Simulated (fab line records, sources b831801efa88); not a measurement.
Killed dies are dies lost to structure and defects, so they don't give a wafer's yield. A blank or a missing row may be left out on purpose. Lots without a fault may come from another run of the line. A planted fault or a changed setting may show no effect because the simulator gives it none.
Problem report in the 8D (eight disciplines) form, filled by code | flow gf180mcu | the parts of the form that need people (team, actions taken, sign-off) are left out

1. THE PROBLEM
cd_nm at GF_M4_CD_MEAS_14 reads a mean of 267.3 nm on 2 wafers of 2 lots; wafers without a fault read 280.0 nm with a standard deviation of 1.1. That is -12 standard deviations from the usual mean.
The step: target cd 280 nm.
First seen on wafer L127.2, day 28 10:13, on cd_sem-01. The record holds 35 wafers of 12 lots with a number at this step. Rule for "out", or "out of limits": more than 4 standard deviations from the usual mean. The other wafers with a number count as sound.

2. WHAT IT IS AND WHAT IT IS NOT
question                    | is                | is not
which readings at this step | cd_nm             | -
which lots                  | L127, L128        | L112, L113, L114, L116, L119, L120, L121, L122, L123, L124
which wafers of those lots  | L127.2, L128.2    | L127.3, L128.1, L128.3
read on which gauges        | cd_sem-01         | cd_sem-02
when                        | from day 28 10:13 | up to then (31 sound wafers); but 2 sound wafers of L128 came after

3. SUSPECTS, AND WHAT RULES EACH OUT
Counting: a tool at a process step up to the reading stays a suspect if it ran every lot that is out. Sound lots after the first of them don't rule it out here, since some wafers of a struck lot are sound.
- the gauge at GF_M4_CD_MEAS_14: kept. All the wafers that are out were read on cd_sem-01, and no step on other tools shows them out.
- pvd_sputter-03 at GF_M4_SPUTTER_03 (material Ti, target thk 10 nm, time 6.7 s): kept. It ran every lot that is out, first L127 (day 27 14:46); its last sound lot up to then is L122 (day 26 06:03).
- krf_scanner-02 at GF_M4_EXPOSE_11 (exposes mask Metal4, target cd 280 nm): kept. It ran every lot that is out, first L127 (day 28 00:32); its last sound lot up to then is L124 (day 27 09:50).
Left after counting: pvd_sputter-03 at GF_M4_SPUTTER_03, krf_scanner-02 at GF_M4_EXPOSE_11, cd_sem-01 at GF_M4_CD_MEAS_14.

4. THE CAUSE (what the simulator had put in)
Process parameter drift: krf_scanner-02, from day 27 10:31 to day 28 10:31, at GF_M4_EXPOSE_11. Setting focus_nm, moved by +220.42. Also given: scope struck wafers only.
Counting left 3 suspects, and this tool is among them.

5. THE CHAIN OF EFFECTS, in route order
Each row: a reading whose mean over the struck wafers that have a number lies more than 3 standard deviations from the usual. Only readings for which the record gives a usual standard deviation are gone through. hours: the time from each lot's start at the first step in this table that gives one to its start at this step, as a median over the lots. sigmas: the change in usual standard deviations.
hours | step             | reading | usual    | on struck wafers | change | sigmas
0     | GF_M4_CD_MEAS_14 | cd_nm   | 280.0 nm | 267.3            | -12.7  | -12

6. WHAT WOULD HAVE CAUGHT IT SOONER
In this record the first reading out of limits at a measuring or inspecting step was taken at day 28 10:13, 24 hours after the fault began at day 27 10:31.
Of the tool readings at GF_M4_EXPOSE_11 for which the record gives a usual standard deviation, none was out on any struck wafer, so an alarm limit of 4 standard deviations on them would not have fired.
All the lots that are out (2) had begun GF_M4_EXPOSE_11 on krf_scanner-02 by day 28 10:13. A hold on the tool at that time would have spared none of them.
